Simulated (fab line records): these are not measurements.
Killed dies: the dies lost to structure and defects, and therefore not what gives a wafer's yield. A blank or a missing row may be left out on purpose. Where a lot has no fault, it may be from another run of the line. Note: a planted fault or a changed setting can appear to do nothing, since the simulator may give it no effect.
2 desks looking at one fault ; flow sky130 ; every desk sees just its own numbers, and what lay behind them comes last

== METROLOGY DESK ==
Means of the sampled wafers that have a number, per lot and without regard to the tool the lot ran on: this is what the gauges read. A lot is out of limits, marked OUT, if its mean lies more than 4 standard deviations from the usual mean; the brackets give that distance.
Columns: A = CAP2M_TIN_THK at SKY_CAP2M_THK_MEAS_04, usual 202.3 nm
lot;first seen here;A
L108;day 40 04:43;202.4
L112;day 41 09:16;201.2
L110;day 41 09:37;199.1
L111;day 41 12:31;200.8
L114;day 42 00:41;201.6
L115;day 42 05:10;203.0
L116;day 42 12:52;204.3
L123;day 44 09:33;201.8
L125;day 44 18:55;205.4
L126;day 44 23:13;204.7
L127;day 45 13:58;200.9
L128;day 45 22:26;207.4
This desk found nothing out of limits on any of the 12 lots.

== AT THE TOOL OWNER'S DESK: litho_track-03 ==
The tool's own readings at SKY_PAD_OPEN_HMDS_01 (prime time 60 s): means of the sampled wafers that have a number, for each lot that ran on this tool. A lot is out of limits, marked OUT, if its mean lies more than 4 standard deviations from the usual mean; the brackets give that distance.
Columns: A = exhaust_pa at SKY_PAD_OPEN_HMDS_01, usual 45.2 Pa; B = prime_temp_c at SKY_PAD_OPEN_HMDS_01, usual 120.00 C; C = resist_line_temp_C at SKY_PAD_OPEN_HMDS_01, usual 22.97 C
lot;first seen here;A;B;C
L108;day 45 16:17;44.6;120.02;22.86
L115;day 47 10:10;46.1;119.94;22.96
L123;day 49 05:01;44.2;112.75 (-60) OUT;22.91
L125;day 49 11:53;43.9;113.00 (-58) OUT;22.96
L126;day 49 16:16;44.0;112.96 (-59) OUT;23.02
This desk finds L123, L125, L126 out of limits, L123 being first, at day 49 05:01 (prime_temp_c at SKY_PAD_OPEN_HMDS_01). L108, L115 stayed within limits.

== TAKEN TOGETHER ==
An alarm could have come from the tool owner's desk at day 49 05:01, on L123, L125, L126.
The metrology desk saw nothing out of limits.
The metrology desk has L123, L125, L126 on record, within its limits.
Every lot named ran SKY_PAD_OPEN_HMDS_01 on litho_track-03.

== WHAT THE SIMULATOR HAD INSERTED ==
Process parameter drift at SKY_PAD_OPEN_HMDS_01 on litho_track-03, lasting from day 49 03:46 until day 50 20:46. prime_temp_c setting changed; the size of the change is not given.
Struck lots among those shown: L123, L125, L126.
Each desk's first reading out of limits, in hours after the fault started: the tool owner's desk, 1.
